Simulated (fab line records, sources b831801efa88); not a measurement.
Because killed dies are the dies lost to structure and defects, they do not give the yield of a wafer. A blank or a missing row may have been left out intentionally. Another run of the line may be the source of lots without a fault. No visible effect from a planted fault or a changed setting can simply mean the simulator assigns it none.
fab line records	flow sky130
[record] lots = 5	wafers = 15	lastDay = 50
route steps=708 shown VT_ADJUST_HVTR@135 VT_ADJUST_PCH@143 SONOS_TUNNEL@154
lots untouched by any fault: they come from a run of this same line in which no faults occurred
startH: hours from the record's opening day to when the first of the lot's shown wafers began	waitH: how many hours have passed since the lot's step before this one	" as in the row above	L1.1+2: several wafers, shown together as one row	- no value, or no start was given	* or withheld: withheld	< > ~ a bound
route shown NAME@n: NAME is a module with steps in the file, n the number in the route of the first one	usual: the fault-free wafers' mean and standard deviation	same: alike in all rows	chamber/n: place in a boat	sites: per-site readings	_std_site: their standard deviation	_edge_site: inner sites' mean taken away from outer sites' mean	radiusMm: how far each site lies from the wafer's centre	mask NAME#n: copy n	behind: the most recent tool/chamber to have shaped the wafer	hold: what put the lot on hold/how long, in hours/how the hold closed	device: whichever transistor did not switch (one of n, p or np)	end of line: tests run on the same wafers once the route is complete	a step given without rows: its recipe and nothing more	killed: count of dies lost to structure and defects at first sort (not the wafer's yield)	map: a wafer's dies, marking killed ones x, the rest . and places with no die _
set.NAME: the run value of the setting; set.NAME@STEP: its run value at that earlier step	model.NAME: the simulator's own value behind a step, which no gauge read
a table for each step, a row for each wafer; lots at some steps of the route
services: when a tool's chamber went out of use (startH, in hours from the record's first day, below 0 if earlier), for how many hours, and the reason
[[steps]]
[step SKY_VT_ADJUST_HVTR_EXPOSE_04]
[recipe] maskId = HVTRM	targetCdNm = 380	na = 0.6	sourceShape = conventional	sigmaOuter = 0.6	doseMj = 150
[step SKY_VT_ADJUST_HVTR_PEB_05]
[recipe] tempC = withheld	timeS = *	resist = NOVOLAK
[step SKY_VT_ADJUST_HVTR_DEVELOP_06]
[recipe] developTimeS = 60	devTempC = 23
[step SKY_VT_ADJUST_HVTR_CD_MEAS_07]
[recipe] targetCdNm = 380
[usual] cdNm = 379.8/2.3
lot.wafer	tool	chamber	startH	waitH	cdNm
L924.2	cdSem-02	-	219.61	0.1	376.2
L924.3	"	-	"	"	377.5
L924.6	"	-	"	"	375.6
L928.1	cdSem-02	-	250.23	0.1	380.0
L928.3	"	-	"	"	381.6
L928.5	"	-	"	"	379.2
L941.2	cdSem-02	-	346.95	0.1	375.7
L941.3	"	-	"	"	379.4
L941.6	"	-	"	"	377.9
L943.1	cdSem-02	-	362.17	0.1	384.0
L943.2	"	-	"	"	379.1
L943.3	"	-	"	"	382.1
L945.3	cdSem-02	-	376.23	0.1	383.2
L945.4	"	-	"	"	382.9
L945.5	"	-	"	"	386.8
[step SKY_VT_ADJUST_HVTR_OVL_MEAS_08]
[usual] VT_ADJUST_HVTR_OVL = -0.2/1.4
lot.wafer	tool	chamber	startH	waitH	VT_ADJUST_HVTR_OVL[nm]
L924.2	overlay-02	-	219.72	0.1	-2.5
L924.3	"	-	"	"	-1.0
L924.6	"	-	"	"	-1.7
L928.1	overlay-02	-	250.35	0.1	-0.1
L928.3	"	-	"	"	-0.4
L928.5	"	-	"	"	-1.8
L941.2	overlay-01	-	347.05	0.1	0.4
L941.3	"	-	"	"	1.0
L941.6	"	-	"	"	1.0
L943.1	overlay-01	-	362.29	0.1	1.1
L943.2	"	-	"	"	2.5
L943.3	"	-	"	"	0.8
L945.3	overlay-02	-	376.32	0.1	-2.0
L945.4	"	-	"	"	0.4
L945.5	"	-	"	"	0.6
[step SKY_VT_ADJUST_HVTR_IMPLANT_09]
[recipe] species = B	energyKev = 10	doseCm2 = 2.1e+12	tiltDeg = withheld
[step SKY_VT_ADJUST_HVTR_STRIP_10]
[recipe] chemistry = O2/N2	powerW = 1400	pressureMtorr = 1500	platenTempC = withheld	o2FlowSccm = 3000	n2FlowSccm = 300	overashFraction = 0.5
[usual] drypumpMotorCurrentA = 5.99/0.2	oesProductAu = 0.715/0.0052	stripTimeToEndpointS = 14.19/0.039
lot.wafer	tool	chamber	startH	waitH	drypumpMotorCurrentA	oesProductAu	rfHoursCounterH	stripTimeToEndpointS
L924.2	plasmaAsher-03	0	219.90	0.1	5.69	0.713	55	14.15
L924.3	"	1	"	"	5.87	0.710	-	14.12
L924.6	"	0	"	"	5.71	0.704	-	14.14
L928.1	plasmaAsher-03	1	250.53	0.1	5.87	0.718	58	14.16
L928.3	"	0	"	"	5.68	0.715	-	14.18
L928.5	"	1	"	"	5.87	0.709	-	14.17
L941.2	plasmaAsher-04	1	347.23	0.1	6.25	0.722	21	14.23
L941.3	"	0	"	"	6.16	0.706	-	14.21
L941.6	"	1	"	"	6.23	0.713	-	14.19
L943.1	plasmaAsher-03	1	362.48	0.1	5.88	0.716	69	14.14
L943.2	"	0	"	"	5.70	0.713	69	14.17
L943.3	"	0	"	"	5.70	0.724	-	14.16
L945.3	plasmaAsher-04	0	376.53	0.1	6.15	0.712	-	14.15
L945.4	"	1	"	"	6.24	0.712	-	14.21
L945.5	"	1	"	"	6.25	0.715	-	14.13
[step SKY_VT_ADJUST_HVTR_TW_MEAS_11]
[usual] VT_ADJUST_HVTR_TW = 211.5/0.89
lot.wafer	tool	chamber	startH	waitH	VT_ADJUST_HVTR_TW
L924.2	filmMetro-03	-	220.01	0.1	210.9
L924.3	"	-	"	"	211.3
L924.6	"	-	"	"	210.3
L928.1	filmMetro-01	-	250.63	0.1	213.1
L928.3	"	-	"	"	213.1
L928.5	"	-	"	"	211.6
L941.2	filmMetro-03	-	347.34	0.1	212.3
L941.3	"	-	"	"	211.7
L941.6	"	-	"	"	210.8
L943.1	filmMetro-02	-	362.58	0.1	210.8
L943.2	"	-	"	"	211.7
L943.3	"	-	"	"	211.8
L945.3	filmMetro-01	-	376.62	0.1	212.2
L945.4	"	-	"	"	211.8
L945.5	"	-	"	"	211.4
[step SKY_VT_ADJUST_PCH_DEHYDRATE_00]
[recipe] tempC = 200	timeS = 60
[step SKY_VT_ADJUST_PCH_HMDS_01]
[recipe] primeTimeS = 60	primeTempC = 120
[step SKY_VT_ADJUST_PCH_COAT_02]
[recipe] spinRpm = 2000	resistThkNm = 3000
[step SKY_VT_ADJUST_PCH_SOFTBAKE_03]
[recipe] tempC = 110	timeS = withheld
[step SKY_VT_ADJUST_PCH_EXPOSE_04]
[recipe] maskId = NWM	na = 0.6	sourceShape = conventional	sigmaOuter = 0.6	polarization = unpolarized	targetCdNm = 840	doseMj = 255
[usual] reticleTempC = 22.99/0.12
lot.wafer	tool	chamber	startH	waitH	mask	reticleTempC
L924.2	ilineStepper-02	0	231.39	-	NWM#0	22.90
L924.3	"	0	"	"	NWM#0	22.97
L924.6	"	0	"	"	NWM#0	22.85
L928.1	ilineStepper-01	0	262.04	-	TUNM#0	22.95
L928.3	"	0	"	"	TUNM#0	23.13
L928.5	"	0	"	"	TUNM#0	23.19
L941.2	ilineStepper-01	0	361.37	-	NWM#0	23.00
L941.3	"	0	"	"	NWM#0	22.91
L941.6	"	0	"	"	NWM#0	22.99
L943.1	ilineStepper-01	0	376.72	-	NWM#0	23.12
L943.2	"	0	"	"	NWM#0	23.18
L943.3	"	0	"	"	NWM#0	23.00
L945.3	ilineStepper-02	0	391.60	-	NWM#0	23.11
L945.4	"	0	"	"	NWM#0	23.16
L945.5	"	0	"	"	NWM#0	22.90
[step SKY_VT_ADJUST_PCH_PEB_05]
[recipe] tempC = 115	timeS = withheld
[step SKY_VT_ADJUST_PCH_DEVELOP_06]
[recipe] wallAngleDeg = 90	developer = TMAH	developTimeS = 60	devTempC = 23
[step SKY_VT_ADJUST_PCH_OVL_MEAS_07]
[usual] VT_ADJUST_PCH_OVL = 0.8/1.5
lot.wafer	tool	chamber	startH	waitH	VT_ADJUST_PCH_OVL[nm]
L924.2	overlay-02	-	243.03	-	0.8
L924.3	"	-	"	"	0.3
L924.6	"	-	"	"	-0.9
L928.1	overlay-02	-	275.00	-	-
L928.3	"	-	"	"	-
L928.5	"	-	"	"	-
L941.2	overlay-01	-	374.90	-	0.8
L941.3	"	-	"	"	0.9
L941.6	"	-	"	"	1.0
L943.1	overlay-02	-	391.35	-	1.9
L943.2	"	-	"	"	0.5
L943.3	"	-	"	"	2.0
L945.3	overlay-02	-	406.16	-	-3.1
L945.4	"	-	"	"	-1.2
L945.5	"	-	"	"	-1.3
[step SKY_VT_ADJUST_PCH_IMPLANT_08]
[recipe] species = B	energyKev = 10	doseCm2 = 5e+11	tiltDeg = withheld
[step SKY_VT_ADJUST_PCH_STRIP_09]
[recipe] chemistry = O2/N2	powerW = 1400	pressureMtorr = 1500	platenTempC = withheld	o2FlowSccm = 3000	n2FlowSccm = 300	overashFraction = 0.5
[usual] drypumpMotorCurrentA = 5.8/0.41	oesProductAu = 0.723/0.0044	stripTimeToEndpointS = 37.00/0.12
lot.wafer	tool	chamber	startH	waitH	drypumpMotorCurrentA	oesProductAu	rfHoursCounterH	stripTimeToEndpointS
L924.2	plasmaAsher-03	0	243.21	0.1	5.7	0.722	57	36.81
L924.3	"	0	"	"	5.7	0.723	-	36.72
L924.6	"	0	"	"	5.7	0.726	-	36.74
L928.1	plasmaAsher-02	0	275.18	0.1	6.4	0.723	58	36.99
L928.3	"	0	"	"	6.4	0.724	-	37.17
L928.5	"	1	"	"	5.1	0.725	-	37.09
L941.2	plasmaAsher-02	0	375.08	0.1	6.4	0.721	68	36.84
L941.3	"	1	"	"	5.0	0.730	-	36.84
L941.6	"	1	"	"	5.0	0.730	-	36.90
L943.1	plasmaAsher-03	1	391.53	0.1	5.9	0.719	72	36.86
L943.2	"	0	"	"	5.7	0.715	72	36.80
L943.3	"	0	"	"	5.7	0.725	-	36.85
L945.3	plasmaAsher-03	0	406.36	0.1	5.7	0.729	-	36.97
L945.4	"	1	"	"	5.9	0.726	-	36.88
L945.5	"	1	"	"	5.9	0.732	-	36.98
[step SKY_VT_ADJUST_PCH_TW_MEAS_10]
[usual] VT_ADJUST_PCH_TW = 142.3/1.2
lot.wafer	tool	chamber	startH	waitH	VT_ADJUST_PCH_TW
L924.2	filmMetro-03	-	243.32	0.1	140.7
L924.3	"	-	"	"	142.0
L924.6	"	-	"	"	142.6
L928.1	filmMetro-02	-	275.28	0.1	30.1
L928.3	"	-	"	"	30.1
L928.5	"	-	"	"	30.1
L941.2	filmMetro-03	-	375.19	0.1	143.6
L941.3	"	-	"	"	143.9
L941.6	"	-	"	"	144.0
L943.1	filmMetro-02	-	391.63	0.1	143.4
L943.2	"	-	"	"	142.3
L943.3	"	-	"	"	141.4
L945.3	filmMetro-03	-	406.45	0.1	142.8
L945.4	"	-	"	"	142.5
L945.5	"	-	"	"	142.4
[step SKY_SONOS_TUNNEL_DEHYDRATE_00]
[recipe] tempC = 200	timeS = 60
[step SKY_SONOS_TUNNEL_HMDS_01]
[recipe] primeTimeS = 60	primeTempC = 120
[step SKY_SONOS_TUNNEL_COAT_02]
[recipe] resist = NOVOLAK	spinRpm = 3000	resistThkNm = 1140
[step SKY_SONOS_TUNNEL_SOFTBAKE_03]
[recipe] tempC = 90	timeS = 60	resist = NOVOLAK
[step SKY_SONOS_TUNNEL_EXPOSE_04]
[recipe] maskId = TUNM	na = 0.6	sourceShape = conventional	sigmaOuter = 0.6	polarization = unpolarized	targetCdNm = 410	doseMj = 136
[step SKY_SONOS_TUNNEL_PEB_05]
[recipe] tempC = withheld	timeS = *	resist = NOVOLAK
[step SKY_SONOS_TUNNEL_DEVELOP_06]
[recipe] resist = NOVOLAK	developer = TMAH	developTimeS = 60	devTempC = 23
[step SKY_SONOS_TUNNEL_CD_MEAS_07]
[recipe] targetCdNm = 410
[usual] cdNm = 410.1/2.4
lot.wafer	tool	chamber	startH	waitH	cdNm
L924.2	cdSem-01	-	267.02	0.1	412.2
L924.3	"	-	"	"	409.9
L924.6	"	-	"	"	409.6
L928.1	cdSem-02	-	300.12	0.1	410.7
L928.3	"	-	"	"	411.4
L928.5	"	-	"	"	410.9
L941.2	cdSem-01	-	404.44	0.1	411.3
L941.3	"	-	"	"	413.6
L941.6	"	-	"	"	412.6
L943.1	cdSem-02	-	421.55	0.1	410.7
L943.2	"	-	"	"	411.2
L943.3	"	-	"	"	409.2
L945.3	cdSem-01	-	436.92	0.1	411.2
L945.4	"	-	"	"	409.5
L945.5	"	-	"	"	410.9
[step SKY_SONOS_TUNNEL_OVL_MEAS_08]
[usual] SONOS_TUNNEL_OVL = -0.7/1.2
lot.wafer	tool	chamber	startH	waitH	SONOS_TUNNEL_OVL[nm]
L924.2	overlay-01	-	267.12	0.1	1.0
L924.3	"	-	"	"	0.5
L924.6	"	-	"	"	1.6
L928.1	overlay-01	-	300.24	0.1	0.1
L928.3	"	-	"	"	-2.1
L928.5	"	-	"	"	0.8
L941.2	overlay-01	-	404.55	0.1	0.3
L941.3	"	-	"	"	-0.8
L941.6	"	-	"	"	-3.2
L943.1	overlay-02	-	421.67	0.1	-0.3
L943.2	"	-	"	"	0.8
L943.3	"	-	"	"	-0.3
L945.3	overlay-01	-	437.01	0.1	-0.9
L945.4	"	-	"	"	0.5
L945.5	"	-	"	"	0.0
[step SKY_SONOS_TUNNEL_IMPLANT_09]
[recipe] species = B	energyKev = 20	doseCm2 = 1e+12	tiltDeg = withheld
[step SKY_SONOS_TUNNEL_WET_ETCH_10]
[recipe] chemistry = dHF	targetDepthNm = 14	target = SiO2	dilution = 100:1	tempC = 25	timeS = 280
[step SKY_SONOS_TUNNEL_STRIP_11]
[recipe] chemistry = SPM	timeS = 600	tempC = 130
[step SKY_SONOS_TUNNEL_TW_MEAS_12]
[usual] SONOS_TUNNEL_TW = 197.3/1.6
lot.wafer	tool	chamber	startH	waitH	SONOS_TUNNEL_TW
L924.2	filmMetro-03	-	267.57	0.0	197.3
L924.3	"	-	"	"	198.3
L924.6	"	-	"	"	199.0
L928.1	filmMetro-03	-	300.69	0.0	212.0
L928.3	"	-	"	"	212.7
L928.5	"	-	"	"	211.8
L941.2	filmMetro-03	-	405.01	0.0	196.6
L941.3	"	-	"	"	197.0
L941.6	"	-	"	"	197.1
L943.1	filmMetro-03	-	422.14	0.0	196.7
L943.2	"	-	"	"	197.3
L943.3	"	-	"	"	196.5
L945.3	filmMetro-03	-	437.48	0.0	197.8
L945.4	"	-	"	"	197.4
L945.5	"	-	"	"	197.8
[step SKY_SONOS_TUNNEL_CLEAN_13]
[recipe] chemistry = dHF	timeS = 20	dilution = 100:1	dry = ipaMarangoni
[[services]]
tool	chamber	startH	hours	kind
plasmaAsher-03	-	235.80	0.3	repair
ilineStepper-02	0	270.04	-	calibration
ilineStepper-01	-	281.69	0.7	repair
ilineStepper-01	-	297.62	3.4	repair
ilineStepper-01	-	307.77	1.9	repair
ilineStepper-01	-	316.45	1.7	pm
plasmaAsher-04	-	340.54	4.7	repair
plasmaAsher-02	-	356.20	2.8	pm
ilineStepper-02	-	357.78	-	calibration
ilineStepper-02	-	360.78	0.5	repair
ilineStepper-02	-	362.86	1.7	pm
plasmaAsher-04	-	372.95	2.3	repair
plasmaAsher-03	-	377.28	1.8	repair
ilineStepper-01	0	393.05	-	calibration
[[key]]
[firstSign] step = SKY_VT_ADJUST_PCH_EXPOSE_04	reading = mask	direction = changed
[effect] step = SKY_VT_ADJUST_PCH_OVL_MEAS_07	reading = VT_ADJUST_PCH_OVL	direction = missing
[effect] step = SKY_VT_ADJUST_PCH_TW_MEAS_10	reading = VT_ADJUST_PCH_TW	direction = down	sigmas = 93	usual = 142.3	struck = 30.1
[effect] step = SKY_SONOS_TUNNEL_TW_MEAS_12	reading = SONOS_TUNNEL_TW	direction = up	sigmas = 9.3	usual = 197.3	struck = 212.2
metAt SKY_VT_ADJUST_PCH_EXPOSE_04
struckWafers L928.1,L928.3,L928.5
sortLeftOut L928.1,L928.3,L928.5
testerLeftOut L928
[fault] kind = wrongMask	tool = any	chamber = -	onsetH = 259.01	steps = SKY_VT_ADJUST_PCH_EXPOSE_04	auxCopy = TUNM#0	scope = struckLotsOnly
// testerLeftOut: of these lots the tester's yield and bins aren't shown, on N5 and GAA mostly nor the transistor test; their killed dies are dies lost to structure and defects alone, not to doping, threshold or leakage, so they don't give the yield
// sortLeftOut: the simulated sort isn't trusted on such a fault, so these wafers' sort isn't shown, and their yield isn't known
